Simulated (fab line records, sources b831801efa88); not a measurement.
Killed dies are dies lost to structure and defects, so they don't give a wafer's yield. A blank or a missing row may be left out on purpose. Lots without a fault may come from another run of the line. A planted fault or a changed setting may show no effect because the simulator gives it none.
Tool commonality check | flow sky130 | 13 lots, 39 wafers sampled

WHY IT WAS OPENED
At SKY_DNWELL_TW_MEAS_09 the reading DNWELL_TW is flagged on 2 of 13 lots. Wafers without a fault read 1108, standard deviation 6.1.
Rule: a lot is flagged when every wafer of it that has a number lies more than 4 standard deviations from that mean, or none has a number. The other lots count as sound.

lot  | measured    | on            | DNWELL_TW, wafer by wafer | flag
L490 | day 3 09:47 | film_metro-01 | 1110 1102 1107            |
L492 | day 3 19:05 | film_metro-01 | 1108 1104 1105            |
L497 | day 4 23:10 | film_metro-03 | 1118 1108 1114            |
L498 | day 5 09:28 | film_metro-01 | 1104 1109 1105            |
L499 | day 5 15:52 | film_metro-03 | 1109 1109 1110            |
L500 | day 5 20:52 | film_metro-02 | 1109 1109 1118            |
L502 | day 6 04:41 | film_metro-03 | 1110 1114 1105            |
L503 | day 6 06:08 | film_metro-01 | 1388 1388 1382            | FLAGGED
L504 | day 6 19:53 | film_metro-03 | 1106 1106 1108            |
L506 | day 7 05:17 | film_metro-02 | 1111 1115 1106            |
L508 | day 7 11:56 | film_metro-03 | 1103 1110 1105            |
L509 | day 7 16:43 | film_metro-03 | 1381 1389 1385            | FLAGGED
L510 | day 8 00:39 | film_metro-01 | 1098 1101 1097            |
The numbers of the flagged lots are 1386 on average: +278 against the usual, or +45 standard deviations.

WHICH TOOL RAN EACH LOT
The record holds 1 process step before the reading, out of a route of 708 steps. In each cell: the tool, then ch and the chambers that the sampled wafers went through, then the start.
lot  | flag    | SKY_DNWELL_IMPLANT_07
L490 |         | implanter-03 ch 0, day 3 09:32
L492 |         | implanter-03 ch 0, day 3 18:50
L497 |         | implanter-04 ch 0, day 4 22:56
L498 |         | implanter-03 ch 0, day 5 09:16
L499 |         | implanter-03 ch 0, day 5 15:37
L500 |         | implanter-03 ch 0, day 5 20:37
L502 |         | implanter-01 ch 0, day 6 04:26
L503 | FLAGGED | implanter-01 ch 0, day 6 05:35
L504 |         | implanter-01 ch 0, day 6 19:38
L506 |         | implanter-03 ch 0, day 7 05:04
L508 |         | implanter-04 ch 0, day 7 11:42
L509 | FLAGGED | implanter-03 ch 0, day 7 16:08
L510 |         | implanter-04 ch 0, day 8 00:25
What these steps do:
- SKY_DNWELL_IMPLANT_07
- SKY_DNWELL_TW_MEAS_09

FLAGGED OVER TOTAL, TOOL BY TOOL (the gauges that took the reading come last)
step                  | tool          | lots run | flagged | share of the flagged lots | sound lots run after its first flagged lot
SKY_DNWELL_IMPLANT_07 | implanter-01  | 3        | 1       | some                      | 1 (L504)
SKY_DNWELL_IMPLANT_07 | implanter-03  | 7        | 1       | some                      | 0
SKY_DNWELL_IMPLANT_07 | implanter-04  | 3        | 0       | none                      | -
SKY_DNWELL_TW_MEAS_09 | film_metro-01 | 5        | 1       | some                      | 1 (L510)
SKY_DNWELL_TW_MEAS_09 | film_metro-02 | 2        | 0       | none                      | -
SKY_DNWELL_TW_MEAS_09 | film_metro-03 | 6        | 1       | some                      | 0

WHAT THE TABLE ALLOWS
No row of the table ran every flagged lot.

WHAT THE SIMULATOR HAD PUT IN
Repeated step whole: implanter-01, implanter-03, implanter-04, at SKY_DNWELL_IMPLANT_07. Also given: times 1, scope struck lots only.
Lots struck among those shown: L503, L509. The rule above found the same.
